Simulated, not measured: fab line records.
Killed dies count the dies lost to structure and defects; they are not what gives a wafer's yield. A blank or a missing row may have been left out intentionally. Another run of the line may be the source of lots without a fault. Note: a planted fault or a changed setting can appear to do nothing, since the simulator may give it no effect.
2 desks, one fault    flow sky130    each desk holds nothing but its own numbers, with what lay behind them at the end

## THE METROLOGY DESK
What the gauges read for every lot (on any tool): the sampled wafers with a number, averaged. If a lot's mean is further than 4 standard deviations from the usual mean, the lot is out of limits and carries the mark OUT (the distance appears in the brackets).
Columns: A = POLY_GATE_TW at SKY_RES_PROTECT_TW_MEAS_08, usual 4018; B = VIA1_W_RS at SKY_VIA1_RS_MEAS_22, usual 0.428 ohm/sq
lot   first seen here  A     B
L968  day 16 00:20     4003  0.423
L969  day 16 11:59     4086  0.429
L971  day 16 16:40     4074  0.429
L973  day 17 11:04     4028  0.426
L976  day 18 11:40     4017  0.430
L977  day 18 23:44     4040  0.433
L982  day 20 11:52     3950  0.426
L985  day 21 18:01     3977  0.433
L987  day 22 06:07     3949  0.432
L988  day 22 18:37     3997  0.430
L989  day 22 21:37     3969  0.417
L990  day 23 03:10     4115  0.431
Finding of this desk: none of the 12 lots has anything out of limits.

## DESK OF THE TOOL OWNER: rieDiel-04
The tool's own readings at SKY_VIA2_ETCH_15 (etches SiO2 in C4F8/O2/Ar, stops on TiN, target depth 546 nm, time 84 s): means of the sampled wafers that have a number, for each lot that ran on this tool. If a lot's mean is further than 4 standard deviations from the usual mean, the lot is out of limits and carries the mark OUT (the distance appears in the brackets).
Columns: A = oesProductAu at SKY_VIA2_ETCH_15, usual 0.941 a.u.
lot   first seen here  A
L968  day 37 05:26     0.944
L969  day 37 17:03     0.942
L971  day 37 19:33     0.938
L976  day 39 10:05     0.942
L989  day 42 23:13     0.942
L990  day 43 03:38     0.940
Finding of this desk: none of the 6 lots has anything out of limits.

## TAKEN TOGETHER
The metrology desk saw nothing out of limits.
The desk of the tool owner found nothing out of limits.

## WHAT HAD BEEN PUT IN BY THE SIMULATOR
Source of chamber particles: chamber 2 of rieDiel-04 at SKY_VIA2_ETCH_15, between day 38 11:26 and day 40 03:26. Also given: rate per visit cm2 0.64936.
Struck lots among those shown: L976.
